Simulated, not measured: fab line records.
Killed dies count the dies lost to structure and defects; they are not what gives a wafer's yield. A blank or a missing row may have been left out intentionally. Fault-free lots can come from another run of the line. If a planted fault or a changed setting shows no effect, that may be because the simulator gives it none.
fab line records | flow sky130 | part 1 of 2: steps 1 to 26 of 36
[record] lots = 5 wafers = 15 last-day = 50
route steps=708 shown SONOS_TUNNEL@162 SONOS_ONO@168 GATE_OXIDE@187
lots untouched by any fault: they come from a run of this same line in which no faults occurred
start-h: hours from the record's first day to the start of the lot's first wafer shown | wait-h: hours elapsed since this lot's preceding step | " unchanged from the row above | L1.1+2: a single row standing in for several wafers | - no value present, or no start provided | * or withheld: withheld | < > ~ a bound
route shown NAME@n: NAME is a module with steps in the file, n the number in the route of the first one | usual: mean/standard deviation taken from wafers without a fault | same: alike in all rows | chamber/n: place in a boat | sites: each site's reading | _std_site: standard deviation of those values | _edge_site: mean of outer sites minus mean of inner sites | radius-mm: for every site, how far away it sits from the centre of the wafer | mask NAME#n: copy n | behind: tool/chamber where the wafer was last shaped | hold: why the lot went on hold/how many hours it stayed there/how the hold came to an end | device: whichever transistor did not switch (one of n, p or np) | end of line: the same wafers' tests at the end of the route | a step without rows: its recipe alone | killed: the dies lost at the first sort to structure and to defects; this is not the yield of the wafer | map: per-die view of a wafer (x killed, . not killed, _ where there is no die)
set.NAME: the run value of the setting; set.NAME@STEP: its run value at that earlier step | model.NAME: the simulator's own value behind a step, which no gauge read
lots seen at some steps along the route; tables by step, rows by wafer
services: when a tool's chamber went out of use (start-h, in hours from the record's first day, below 0 if earlier), for how many hours, and the reason
[[steps]]
[step SKY_SONOS_TUNNEL_OVL_MEAS_08]
[usual] SONOS_TUNNEL_OVL = -0.1/1.3
// columns lot.wafer tool chamber start-h wait-h SONOS_TUNNEL_OVL[nm]
L077.3 overlay-02 - 284.18 0.1 1.0
L077.4 " - " " 0.7
L077.6 " - " " -1.1
L079.2 overlay-02 - 294.98 0.1 -0.9
L079.3 " - " " 0.7
L079.6 " - " " 1.4
L092.2 overlay-02 - 404.97 0.1 -0.8
L092.3 " - " " -1.1
L092.6 " - " " 0.3
L094.1 overlay-02 - 410.78 0.1 -1.6
L094.4 " - " " -1.5
L094.5 " - " " 0.2
L095.2 overlay-02 - 412.29 0.1 -1.0
L095.4 " - " " 0.0
L095.6 " - " " 1.1
[step SKY_SONOS_TUNNEL_IMPLANT_09]
[recipe] species = B energy-kev = 20 dose-cm2 = 1e+12 tilt-deg = withheld
[usual] beam-energy-keV = 19.999/0.006 faraday-current-uA = 5.65/0.11
// columns lot.wafer tool chamber start-h wait-h beam-energy-keV faraday-current-uA
L077.3 implanter-02 0 284.25 0.1 20.005 5.76
L077.4 " 0 " " 19.990 5.74
L077.6 " 0 " " 20.001 5.60
L079.2 implanter-02 0 295.03 0.0 19.990 5.70
L079.3 " 0 " " 19.999 5.81
L079.6 " 0 " " 19.998 5.82
L092.2 implanter-04 0 405.03 0.0 20.000 5.72
L092.3 " 0 " " 20.007 5.74
L092.6 " 0 " " 19.997 5.81
L094.1 implanter-02 0 410.82 0.0 20.009 5.66
L094.4 " 0 " " 20.007 5.87
L094.5 " 0 " " 20.002 5.58
L095.2 implanter-03 0 412.34 0.0 19.984 5.58
L095.4 " 0 " " 19.987 5.84
L095.6 " 0 " " 19.987 5.54
[step SKY_SONOS_TUNNEL_WET_ETCH_10]
[recipe] chemistry = dHF target-depth-nm = 14 target = SiO2 dilution = 100:1 temp-c = 25 time-s = 280
// columns lot.wafer tool chamber start-h wait-h
L077.3+4+6 wet-bench-01 2 284.35 0.1
L079.2+3+6 wet-bench-01 2 295.16 0.1
L092.2+3+6 wet-bench-03 3 405.15 0.1
L094.1+4+5 wet-bench-03 1 410.97 0.1
L095.2+4+6 wet-bench-01 0 412.47 0.1
[step SKY_SONOS_TUNNEL_STRIP_11]
[recipe] chemistry = SPM time-s = 600 temp-c = 130
// columns lot.wafer tool chamber start-h wait-h
L077.3+4+6 wet-bench-04 1 284.44 0.0
L079.2+3+6 wet-bench-04 1 295.24 0.0
L092.2+3+6 wet-bench-01 0 405.24 0.0
L094.1+4+5 wet-bench-01 0 411.05 0.0
L095.2+4+6 wet-bench-03 1 412.55 0.0
[step SKY_SONOS_TUNNEL_TW_MEAS_12]
[usual] SONOS_TUNNEL_TW = 195.9/1.1
// columns lot.wafer tool chamber start-h wait-h SONOS_TUNNEL_TW
L077.3 film-metro-02 - 284.63 0.0 196.9
L077.4 " - " " 196.3
L077.6 " - " " 195.6
L079.2 film-metro-01 - 295.43 0.0 195.3
L079.3 " - " " 195.8
L079.6 " - " " 195.5
L092.2 film-metro-01 - 405.45 0.0 195.5
L092.3 " - " " 194.3
L092.6 " - " " 194.2
L094.1 film-metro-01 - 411.23 0.0 194.9
L094.4 " - " " 194.3
L094.5 " - " " 194.5
L095.2 film-metro-01 - 412.74 0.0 196.0
L095.4 " - " " 195.0
L095.6 " - " " 195.1
[step SKY_SONOS_TUNNEL_CLEAN_13]
[recipe] chemistry = dHF time-s = 20 dilution = 100:1 dry = ipa-marangoni
// columns lot.wafer tool chamber start-h wait-h
L077.3+4+6 wet-bench-01 2 284.67 0.0
L079.2+3+6 wet-bench-01 0 295.48 0.0
L092.2+3+6 wet-bench-04 1 405.50 0.0
L094.1+4+5 wet-bench-04 1 411.29 0.1
L095.2+4+6 wet-bench-01 2 412.79 0.0
[step SKY_SONOS_ONO_OXIDATION_00]
[recipe] temp-c = 800 ambient = O2 idle-temp-c = 700 ramp-up-c-per-min = 10 ramp-down-c-per-min = 3 stabilise-s = 600 purge-s = 300 target-thk-a = 26 ox-time-s = 1249
[usual] spike-tc-bottom-C = 817.9/2.9 spike-tc-lower-C = 799.9/1.1 zone-power-bottom-pct = 23.0/1.8
// columns lot.wafer tool chamber start-h wait-h spike-tc-bottom-C spike-tc-lower-C zone-power-bottom-pct
L077.3 furnace-01 0 286.29 1.6 816.4 800.7 24.7
L077.4 " 0 " " 815.4 799.4 24.4
L077.6 " 0 " " 815.9 798.5 24.3
L079.2 furnace-01 0 295.49 0.0 816.4 798.4 24.4
L079.3 " 0 " " 814.6 798.0 24.3
L079.6 " 0 " " 814.7 800.2 24.4
L092.2 furnace-02 0 407.12 1.6 821.3 800.3 20.9
L092.3 " 0 " " 820.7 801.0 21.2
L092.6 " 0 " " 820.3 799.6 20.5
L094.1 furnace-02 0 412.64 1.3 821.4 799.5 20.5
L094.4 " 0 " " 821.8 801.9 20.6
L094.5 " 0 " " 821.6 800.9 21.0
L095.2 furnace-01 0 414.22 1.4 815.6 799.7 24.5
L095.4 " 0 " " 815.5 800.2 24.6
L095.6 " 0 " " 815.1 800.2 24.9
[step SKY_SONOS_ONO_THK_MEAS_01]
[recipe] reads = SiO2_of_SONOS_ONO_OXIDATION_00
[usual] SONOS_ONO_OXIDATION_THK = 2.60/0.05
// columns lot.wafer tool chamber start-h wait-h SONOS_ONO_OXIDATION_THK[nm]
L077.3 film-metro-04 - 287.66 0.0 2.53
L077.4 " - " " 2.57
L077.6 " - " " 2.65
L079.2 film-metro-03 - 296.85 0.0 2.60
L079.3 " - " " 2.65
L079.6 " - " " 2.60
L092.2 film-metro-04 - 408.47 0.0 2.67
L092.3 " - " " 2.58
L092.6 " - " " 2.62
L094.1 film-metro-03 - 413.98 0.0 2.58
L094.4 " - " " 2.66
L094.5 " - " " 2.62
L095.2 film-metro-03 - 415.58 0.0 2.57
L095.4 " - " " 2.56
L095.6 " - " " 2.58
[step SKY_SONOS_ONO_CVD_02]
[recipe] material = Si3N4 precursor = DCS/NH3 target-thk-nm = 10.5 temp-c = 770 time-s = 180 pressure-mtorr = 250
[usual] spike-tc-bottom-C = 790.0/1.2 spike-tc-lower-C = 769.7/1 zone-power-bottom-pct = 19.9/2
// columns lot.wafer tool chamber start-h wait-h spike-tc-bottom-C spike-tc-lower-C zone-power-bottom-pct
L077.3 lpcvd-02 0 288.75 1.1 789.5 768.9 21.6
L077.4 " 0 " " 788.7 768.5 21.6
L077.6 " 0 " " 789.3 771.2 21.7
L079.2 lpcvd-02 1 298.48 1.6 789.6 768.7 18.0
L079.3 " 1 " " 792.1 769.2 18.0
L079.6 " 1 " " 790.3 770.3 17.9
L092.2 lpcvd-02 0 408.52 0.0 789.1 769.5 21.9
L092.3 " 0 " " 788.8 769.8 21.9
L092.6 " 0 " " 789.7 770.0 21.6
L094.1 lpcvd-02 1 414.57 0.6 790.2 769.6 18.0
L094.4 " 1 " " 792.4 769.4 18.0
L094.5 " 1 " " 788.5 771.6 17.7
L095.2 lpcvd-02 0 415.63 0.0 790.3 770.8 22.1
L095.4 " 0 " " 789.2 771.2 21.8
L095.6 " 0 " " 789.4 771.8 22.1
[step SKY_SONOS_ONO_THK_MEAS_03]
[recipe] reads = Si3N4_of_SONOS_ONO_CVD_02
[usual] SONOS_ONO_CVD_02_THK = 10.59/0.14
// columns lot.wafer tool chamber start-h wait-h SONOS_ONO_CVD_02_THK[nm]
L077.3 film-metro-03 - 289.82 0.0 10.51
L077.4 " - " " 10.44
L077.6 " - " " 10.44
L079.2 film-metro-04 - 299.54 0.0 10.51
L079.3 " - " " 10.45
L079.6 " - " " 10.56
L092.2 film-metro-03 - 409.58 0.0 10.44
L092.3 " - " " 10.78
L092.6 " - " " 10.53
L094.1 film-metro-04 - 415.62 0.0 10.90
L094.4 " - " " 10.85
L094.5 " - " " 10.78
L095.2 film-metro-03 - 416.69 0.0 10.67
L095.4 " - " " 10.54
L095.6 " - " " 10.60
[step SKY_SONOS_ONO_CVD_04]
[recipe] material = SiO2 precursor = SiH4/N2O target-thk-nm = 5.7199 temp-c = 900 pressure-mtorr = 400
[usual] spike-tc-bottom-C = 920.4/0.98 spike-tc-lower-C = 900.3/1.5 zone-power-bottom-pct = 28/3.7
// columns lot.wafer tool chamber start-h wait-h spike-tc-bottom-C spike-tc-lower-C zone-power-bottom-pct
L077.3 lpcvd-03 1 289.86 0.0 920.6 900.9 24
L077.4 " 1 " " 921.2 901.1 25
L077.6 " 1 " " 921.0 902.1 25
L079.2 lpcvd-03 1 299.59 0.0 921.9 902.6 25
L079.3 " 1 " " 920.6 901.4 24
L079.6 " 1 " " 921.8 901.5 24
L092.2 lpcvd-03 1 409.63 0.0 918.6 899.6 25
L092.3 " 1 " " 920.8 903.0 25
L092.6 " 1 " " 921.6 901.0 25
L094.1 lpcvd-03 0 415.68 0.1 920.6 900.2 32
L094.4 " 0 " " 921.1 899.2 32
L094.5 " 0 " " 919.6 898.9 32
L095.2 lpcvd-03 0 416.93 0.2 921.9 898.1 32
L095.4 " 0 " " 918.8 898.2 32
L095.6 " 0 " " 919.9 900.0 32
[step SKY_SONOS_ONO_THK_MEAS_05]
[recipe] reads = SiO2_of_SONOS_ONO_CVD_04
[usual] SONOS_ONO_CVD_04_THK = 5.76/0.096
// columns lot.wafer tool chamber start-h wait-h SONOS_ONO_CVD_04_THK[nm]
L077.3 film-metro-03 - 291.13 0.0 5.70
L077.4 " - " " 5.64
L077.6 " - " " 5.58
L079.2 film-metro-04 - 300.85 0.0 5.88
L079.3 " - " " 5.82
L079.6 " - " " 5.84
L092.2 film-metro-02 - 410.89 0.0 5.74
L092.3 " - " " 5.74
L092.6 " - " " 5.78
L094.1 film-metro-03 - 416.93 0.0 5.83
L094.4 " - " " 5.88
L094.5 " - " " 5.98
L095.2 film-metro-02 - 418.19 0.0 5.91
L095.4 " - " " 5.87
L095.6 " - " " 6.01
[step SKY_SONOS_ONO_DEHYDRATE_06]
[recipe] temp-c = 200 time-s = 60
[usual] resist-line-temp-C = 23.04/0.11
// columns lot.wafer tool chamber start-h wait-h resist-line-temp-C
L077.3 litho-track-03 0 303.25 12.1 22.93
L077.4 " 0 " " 22.99
L077.6 " 0 " " 23.14
L079.2 litho-track-03 0 312.57 11.7 22.90
L079.3 " 0 " " 22.94
L079.6 " 0 " " 23.03
L092.2 litho-track-04 0 426.28 15.4 23.03
L092.3 " 0 " " 23.05
L092.6 " 0 " " 23.14
L094.1 litho-track-01 0 431.95 15.0 23.24
L094.4 " 0 " " 23.24
L094.5 " 0 " " 23.26
L095.2 litho-track-01 0 433.58 15.4 23.12
L095.4 " 0 " " 23.07
L095.6 " 0 " " 23.19
[step SKY_SONOS_ONO_HMDS_07]
[recipe] prime-time-s = 60 prime-temp-c = 120
[usual] resist-line-temp-C = 22.99/0.11
// columns lot.wafer tool chamber start-h wait-h resist-line-temp-C
L077.3 litho-track-03 0 303.40 0.1 23.00
L077.4 " 0 " " 22.99
L077.6 " 0 " " 23.12
L079.2 litho-track-03 0 312.72 0.1 23.06
L079.3 " 0 " " 23.07
L079.6 " 0 " " 23.01
L092.2 litho-track-04 0 426.43 0.1 22.93
L092.3 " 0 " " 22.85
L092.6 " 0 " " 23.02
L094.1 litho-track-01 0 432.10 0.1 22.85
L094.4 " 0 " " 23.08
L094.5 " 0 " " 23.08
L095.2 litho-track-01 0 433.73 0.1 22.91
L095.4 " 0 " " 23.06
L095.6 " 0 " " 22.94
[step SKY_SONOS_ONO_COAT_08]
[recipe] resist = NOVOLAK spin-rpm = 3000 resist-thk-nm = 1140
[usual] resist-line-temp-C = 22.99/0.11
// columns lot.wafer tool chamber start-h wait-h resist-line-temp-C
L077.3 litho-track-03 0 303.55 0.1 23.26
L077.4 " 0 " " 22.95
L077.6 " 0 " " 23.00
L079.2 litho-track-03 0 312.87 0.1 23.00
L079.3 " 0 " " 22.95
L079.6 " 0 " " 22.95
L092.2 litho-track-04 0 426.58 0.1 23.04
L092.3 " 0 " " 23.14
L092.6 " 0 " " 23.11
L094.1 litho-track-01 0 432.25 0.1 22.95
L094.4 " 0 " " 23.00
L094.5 " 0 " " 22.99
L095.2 litho-track-01 0 433.88 0.1 23.11
L095.4 " 0 " " 22.93
L095.6 " 0 " " 23.07
[step SKY_SONOS_ONO_SOFTBAKE_09]
[recipe] temp-c = 90 time-s = 60 resist = NOVOLAK
[usual] resist-line-temp-C = 23.00/0.1
// columns lot.wafer tool chamber start-h wait-h resist-line-temp-C
L077.3 litho-track-03 0 303.70 0.1 23.17
L077.4 " 0 " " 23.26
L077.6 " 0 " " 23.25
L079.2 litho-track-03 0 313.02 0.1 22.95
L079.3 " 0 " " 22.91
L079.6 " 0 " " 23.03
L092.2 litho-track-04 0 426.73 0.1 22.85
L092.3 " 0 " " 23.19
L092.6 " 0 " " 23.03
L094.1 litho-track-01 0 432.40 0.1 23.03
L094.4 " 0 " " 23.01
L094.5 " 0 " " 22.98
L095.2 litho-track-01 0 434.03 0.1 22.83
L095.4 " 0 " " 23.09
L095.6 " 0 " " 22.94
[step SKY_SONOS_ONO_EXPOSE_10]
[recipe] mask-id = ONOM target-cd-nm = 410 na = 0.6 source-shape = conventional sigma-outer = 0.6 dose-mj = 150
// columns lot.wafer tool chamber start-h wait-h mask
L077.3+4+6 iline-stepper-01 0 - - ONOM#0
L079.2+3+6 iline-stepper-02 0 - - ONOM#0
L092.2+3+6 iline-stepper-02 0 - - ONOM#0
L094.1+4+5 iline-stepper-01 0 - - ONOM#0
L095.2+4+6 iline-stepper-01 0 - - ONOM#0
[step SKY_SONOS_ONO_PEB_11]
[recipe] temp-c = withheld time-s = * resist = NOVOLAK
[usual] resist-line-temp-C = *
// columns lot.wafer tool chamber start-h wait-h resist-line-temp-C
L077.3 litho-track-01 0 - - *
L077.4 " 0 " " *
L077.6 " 0 " " *
L079.2 litho-track-03 0 - - *
L079.3 " 0 " " *
L079.6 " 0 " " *
L092.2 litho-track-04 0 - - *
L092.3 " 0 " " *
L092.6 " 0 " " *
L094.1 litho-track-04 0 - - *
L094.4 " 0 " " *
L094.5 " 0 " " *
L095.2 litho-track-01 0 - - *
L095.4 " 0 " " *
L095.6 " 0 " " *
[step SKY_SONOS_ONO_DEVELOP_12]
[recipe] develop-time-s = 60 dev-temp-c = 23
[usual] resist-line-temp-C = 23.01/0.092
// columns lot.wafer tool chamber start-h wait-h resist-line-temp-C
L077.3 litho-track-01 0 316.41 0.1 23.13
L077.4 " 0 " " 23.15
L077.6 " 0 " " 23.06
L079.2 litho-track-03 0 325.87 0.1 22.99
L079.3 " 0 " " 23.00
L079.6 " 0 " " 23.00
L092.2 litho-track-04 0 440.78 0.1 23.17
L092.3 " 0 " " 23.05
L092.6 " 0 " " 23.03
L094.1 litho-track-04 0 447.41 0.1 22.90
L094.4 " 0 " " 23.03
L094.5 " 0 " " 23.14
L095.2 litho-track-01 0 449.18 0.1 23.08
L095.4 " 0 " " 23.04
L095.6 " 0 " " 23.09
[step SKY_SONOS_ONO_CD_MEAS_13]
[recipe] target-cd-nm = 410
[usual] cd-nm = 409.8/1.9
// columns lot.wafer tool chamber start-h wait-h cd-nm
L077.3 cd-sem-01 - 316.55 0.1 413.9
L077.4 " - " " 413.9
L077.6 " - " " 412.6
L079.2 cd-sem-02 - 326.02 0.1 407.1
L079.3 " - " " 408.9
L079.6 " - " " 409.6
L092.2 cd-sem-01 - 440.93 0.1 410.6
L092.3 " - " " 408.9
L092.6 " - " " 409.3
L094.1 cd-sem-02 - 447.56 0.1 410.4
L094.4 " - " " 408.0
L094.5 " - " " 409.4
L095.2 cd-sem-02 - 449.32 0.1 407.7
L095.4 " - " " 409.1
L095.6 " - " " 408.6
[step SKY_SONOS_ONO_OVL_MEAS_14]
[usual] SONOS_ONO_OVL = -0.9/1.6
// columns lot.wafer tool chamber start-h wait-h SONOS_ONO_OVL[nm]
L077.3 overlay-01 - 316.64 0.1 1.3
L077.4 " - " " 0.9
L077.6 " - " " 1.3
L079.2 overlay-02 - 326.12 0.1 -0.7
L079.3 " - " " 0.6
L079.6 " - " " 0.2
L092.2 overlay-01 - 441.04 0.1 -1.4
L092.3 " - " " -1.4
L092.6 " - " " -0.9
L094.1 overlay-02 - 447.68 0.1 -2.0
L094.4 " - " " -2.2
L094.5 " - " " -2.6
L095.2 overlay-02 - 449.43 0.1 -1.1
L095.4 " - " " 0.1
L095.6 " - " " -1.0
[step SKY_SONOS_ONO_ETCH_15]
[recipe] target-depth-nm = 19.52 chemistry = CHF3/O2 source-w = 600 bias-w = 200 pressure-mtorr = 40 chf3-flow-sccm = 50 O2_flow_sccm = 5 time-s = 7.8
[usual] O2_flow_sccm = 4.997/0.015 drypump-motor-current-A = 5.7/0.5 oes-product-au = 0.998/0.01 throttle-valve-pct = 8.824/0.0094
// columns lot.wafer tool chamber start-h wait-h O2_flow_sccm drypump-motor-current-A oes-product-au rf-hours-counter-h throttle-valve-pct
L077.3 rie-diel-03 1 316.66 0.0 5.004 5.2 1.002 108 8.809
L077.4 " 0 " " 4.998 6.0 0.998 92 8.831
L077.6 " 1 " " 5.009 5.2 0.997 - 8.833
L079.2 rie-diel-03 2 326.15 0.0 4.995 6.4 0.999 5 8.823
L079.3 " 1 " " 5.002 5.2 1.002 108 8.817
L079.6 " 2 " " 5.001 6.4 1.007 - 8.831
L092.2 rie-diel-04 0 441.07 0.0 4.990 4.9 0.997 29 8.826
L092.3 " 1 " " 4.962 6.0 1.004 95 8.827
L092.6 " 1 " " 4.988 5.9 1.011 - 8.824
L094.1 rie-diel-04 1 447.72 0.0 4.984 6.0 1.013 95 8.835
L094.4 " 3 " " 4.972 5.3 1.012 8 8.835
L094.5 " 3 " " 4.970 5.4 1.011 - 8.831
L095.2 rie-diel-01 2 449.46 0.0 4.980 5.2 0.982 3 8.815
L095.4 " 1 " " 4.983 6.4 0.988 5 8.812
L095.6 " 2 " " 5.015 5.2 0.977 - 8.827
[step SKY_SONOS_ONO_WET_ETCH_16]
[recipe] chemistry = dHF target-depth-nm = 14 dry = n2-spin target = SiO2 dilution = 100:1 temp-c = 25 time-s = 280
// columns lot.wafer tool chamber start-h wait-h
L077.3+4+6 wet-bench-02 1 316.68 0.0
L079.2+3+6 wet-bench-01 2 326.17 0.0
L092.2+3+6 wet-bench-01 3 441.09 0.0
L094.1+4+5 wet-bench-03 3 447.74 0.0
L095.2+4+6 wet-bench-01 0 449.48 0.0
[step SKY_SONOS_ONO_STRIP_17]
[recipe] chemistry = O2/N2 power-w = 1400 pressure-mtorr = 1500 platen-temp-c = withheld o2-flow-sccm = 3000 n2-flow-sccm = 300 overash-fraction = 0.5
[usual] drypump-motor-current-A = 6.1/0.33 oes-product-au = 0.710/0.0052 strip-time-to-endpoint-s = 14.11/0.039
[same] overash-fraction = 0.5
// columns lot.wafer tool chamber start-h wait-h drypump-motor-current-A oes-product-au rf-hours-counter-h strip-time-to-endpoint-s
L077.3 plasma-asher-02 1 316.81 0.0 6.1 0.712 - 14.15
L077.4 " 0 " " 5.8 0.706 - 14.14
L077.6 " 1 " " 6.1 0.702 - 14.09
L079.2 plasma-asher-02 1 326.27 0.0 6.1 0.705 62 14.12
L079.3 " 0 " " 5.8 0.705 - 14.14
L079.6 " 1 " " 6.1 0.705 - 14.11
L092.2 plasma-asher-02 1 441.17 0.0 6.1 0.711 1 14.13
L092.3 " 0 " " 5.8 0.697 - 14.14
L092.6 " 1 " " 6.1 0.711 - 14.19
L094.1 plasma-asher-02 0 447.83 0.0 5.8 0.714 2 14.07
L094.4 " 1 " " 6.1 0.714 - 14.08
L094.5 " 1 " " 6.0 0.712 - 14.11
L095.2 plasma-asher-03 0 449.65 0.0 5.8 0.706 32 14.07
L095.4 " 1 " " 5.7 0.702 - 14.06
L095.6 " 0 " " 5.8 0.716 - 14.09
[step SKY_SONOS_ONO_WET_ETCH_18]
[recipe] chemistry = H3PO4 target-depth-nm = 15 target = Si3N4 temp-c = 160 time-s = 172
// columns lot.wafer tool chamber start-h wait-h
L077.3+4+6 wet-bench-02 2 316.88 0.0
L079.2+3+6 wet-bench-02 0 326.37 0.1
L092.2+3+6 wet-bench-03 2 441.27 0.1
L094.1+4+5 wet-bench-02 1 447.93 0.1
L095.2+4+6 wet-bench-01 2 449.75 0.1
[step SKY_GATE_OXIDE_CLEAN_00]
[recipe] chemistry = SC1/SC2 mix = 1:4:20 temp-c = 70 time-s = 150 dry = n2-spin
// columns lot.wafer tool chamber start-h wait-h
L077.3+4+6 wet-bench-01 1 316.94 0.0
L079.2+3+6 wet-bench-01 3 326.42 0.0
L092.2+3+6 wet-bench-02 2 441.33 0.0
L094.1+4+5 wet-bench-01 1 447.99 0.0
L095.2+4+6 wet-bench-01 2 449.87 0.0
